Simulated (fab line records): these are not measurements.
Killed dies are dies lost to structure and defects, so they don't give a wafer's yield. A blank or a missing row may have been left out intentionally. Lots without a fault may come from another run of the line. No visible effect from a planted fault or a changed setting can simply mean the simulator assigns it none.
A struck lot beside a sound one || flow sky130 || 21 out of 708 route steps
Sound: the wafers L309.1, L309.4, L309.5. Struck: wafer L315.3. (L315.1, L315.6 of the same lot were not struck and are left out.) The cause comes at the end.
Order at every step that has rows: each side's tool, ch and its chambers, its first start. Under that, the readings that differ: sound wafers || struck wafers || difference of the means || sigmas: that difference in standard deviations of wafers without a fault.
alike: words and numbers the same on both sides, and readings whose means are apart by under 2 such deviations; not compared: readings that were withheld, readings missing a value for some wafer, numbers with overlapping values and no deviation given by the record, and bounds like >300 which may hide the same value.
A row with sigmas, a row that says differs or no value, or rows on one side alone: a step with any of these is where the two part. Numbers that don't overlap but have no deviation are shown without sigmas and don't part them. A reading missing from all wafers of one side parts the sides only when that side holds two or more wafers.

first, 1 step without rows for these wafers: SKY_POLY_GATE_CVD_03 (deposits Si3N4 from DCS/NH3, target thk 75 nm, time 1290 s).
SKY_POLY_GATE_THK_MEAS_04:
  struck on filmMetro-02, day 20 00:11; sound on filmMetro-02, day 17 18:58
  alike: POLY_GATE_CVD_03_THK
then, 8 steps without rows for these wafers: SKY_POLY_GATE_DEHYDRATE_05 (time 60 s); SKY_POLY_GATE_HMDS_06 (prime time 60 s); SKY_POLY_GATE_COAT_07 (resist thk 110 nm); SKY_POLY_GATE_COAT_08 (resist thk 450 nm); SKY_POLY_GATE_SOFTBAKE_09 (time 90 s); SKY_POLY_GATE_EXPOSE_10 (exposes mask P1M, target cd 150 nm); SKY_POLY_GATE_PEB_11; SKY_POLY_GATE_DEVELOP_12 (develop time 60 s).
SKY_POLY_GATE_CD_MEAS_13: the cd target is 150 nm.
  struck on cdSem-01, day 21 07:28; sound on cdSem-01, day 19 00:54
  alike: cdNm
SKY_POLY_GATE_OVL_MEAS_14:
  struck on overlay-01, day 21 07:35; sound on overlay-02, day 19 01:01
{"reading": "POLY_GATE_OVL (nm)", "sound": "8 3 -2", "struck": -17, "difference": -20, "sigmas": -4}
SKY_POLY_GATE_ETCH_15: etches BARC in N2/H2, stops on SiO2, time 118.5 s, target depth 110 nm.
  sound on rieDiel-02 ch 0,2,3, day 19 01:04; struck on rieDiel-02 ch 1, day 21 07:37
{"reading": "oesProductAu (a.u.)", "sound": "0.714 0.716 0.716", "struck": 0.727, "difference": "+0.012", "sigmas": "+2"}
{"reading": "model.KrF-thick_of_POLY_GATE_COAT_08.thkNm (nm)", "sound": "342.6 343.2 345.2", "struck": 385.7, "difference": "+42.0", "sigmas": ""}
{"reading": "model.POLY_GATE.cdNm (nm)", "sound": "151 151.8 150.2", "struck": 159.1, "difference": "+8.1", "sigmas": ""}
  alike: drypumpMotorCurrentA, throttleValvePct
  not compared: rfHoursCounterH
SKY_POLY_GATE_ETCH_16: etches Si3N4 in CH3F/O2, stops on poly-Si, time 147.5 s, target depth 75 nm.
  sound on rieDiel-02 ch 0,2,3, day 19 01:08; struck on rieDiel-02 ch 1, day 21 07:43
  alike: drypumpMotorCurrentA, oesProductAu, throttleValvePct
  not compared: rfHoursCounterH
SKY_POLY_GATE_ETCH_17: etches poly-Si in HBr/Cl2, stops on SiO2, target depth 180 nm, time 70.5 s.
  sound on rieSi-02 ch 0,1,2, day 19 01:14; struck on rieSi-01 ch 3, day 21 07:49
{"reading": "model.KrF-thick_of_POLY_GATE_COAT_08.thkNm (nm)", "sound": "138 140.2 140.5", "struck": 184, "difference": "+44", "sigmas": ""}
{"reading": "model.POLY_GATE.cdNm (nm)", "sound": "150.6 151.1 150", "struck": 160.1, "difference": "+9.5", "sigmas": ""}
  alike: drypumpMotorCurrentA, oesProductAu, throttleValvePct
  not compared: rfHoursCounterH
SKY_POLY_GATE_STRIP_18: strips in O2/N2.
  sound on plasmaAsher-03 ch 0, day 19 01:17; struck on plasmaAsher-03 ch 1, day 21 07:52
{"reading": "oesProductAu (a.u.)", "sound": "0.360 0.360 0.360", "struck": 0.377, "difference": "+0.017", "sigmas": "+4"}
{"reading": "stripTimeToEndpointS (s)", "sound": "3.140 3.165 3.181", "struck": 3.646, "difference": "+0.484", "sigmas": "+19"}
  alike: drypumpMotorCurrentA, o2FlowSccm
  not compared: rfHoursCounterH
then, 2 steps without rows for these wafers: SKY_POLY_GATE_CLEAN_19 (cleans in SC1/SC2, time 150 s); SKY_POLY_GATE_OXIDATION_20 (stabilise 600 s, purge 300 s, target thk 4 nm).
SKY_POLY_GATE_THK_MEAS_21:
  struck on filmMetro-03, day 21 09:16; sound on filmMetro-01, day 19 04:07
  alike: POLY_GATE_OXIDATION_THK
SKY_POLY_GATE_CD_MEAS_22:
  struck on cdSem-02, day 21 09:40; sound on cdSem-02, day 19 04:10
{"reading": "cdNm (nm)", "sound": "150.8 150.8 150.1", "struck": 159.9, "difference": "+9.3", "sigmas": "+6"}
  not compared: hold
-- here the record skips 28 days between the struck wafers' starts before and after, leaving off in module POLY_GATE and picking up in module PAD_OPEN (first step shown: number 708 of the route) --
SKY_PAD_OPEN_PROBE_99:
  struck on prober-01, day 48 22:38; sound on prober-01, day 47 15:43
{"reading": "model.etest.resPoly.lineOhmUm", "sound": "487.3 484.2 504.2", "struck": 469.6, "difference": -22.3, "sigmas": ""}
{"reading": "model.etest.nfet_01v8.rOnOhmUm", "sound": "846.8 833.4 836", "struck": 863.3, "difference": "+24.6", "sigmas": ""}
{"reading": "model.etest.sonosUncharged.rOnOhmUm", "sound": "802.8 810.4 802.6", "struck": 843.4, "difference": "+38.1", "sigmas": ""}
{"reading": "model.etest.resXhighPo.widthNm (nm)", "sound": "350.1 350.7 348", "struck": 361.5, "difference": "+11.9", "sigmas": ""}
{"reading": "model.etest.resHighPo.widthNm (nm)", "sound": "351.5 352.1 350.7", "struck": 358.1, "difference": "+6.7", "sigmas": ""}
{"reading": "model.etest.resPoly.widthNm (nm)", "sound": "94.18 95.23 93.91", "struck": 103.8, "difference": "+9.4", "sigmas": ""}
  alike: killed_at_M0_to_M3, killed_at_M4_up, killedAtContacts, killedAtFrontEnd, killedAtOther, killedDies, killedOpen, killedShort
  not compared: model.etest.pfet_01v8.rOnOhmUm, model.etest.pfet_01v8.driveUaUm

WHERE THEY PART
First at SKY_POLY_GATE_OVL_MEAS_14; last, within this record, at SKY_POLY_GATE_CD_MEAS_22. Later steps at which nothing parts them and some readings are alike: SKY_PAD_OPEN_PROBE_99.

WHY: whatever the simulator had introduced
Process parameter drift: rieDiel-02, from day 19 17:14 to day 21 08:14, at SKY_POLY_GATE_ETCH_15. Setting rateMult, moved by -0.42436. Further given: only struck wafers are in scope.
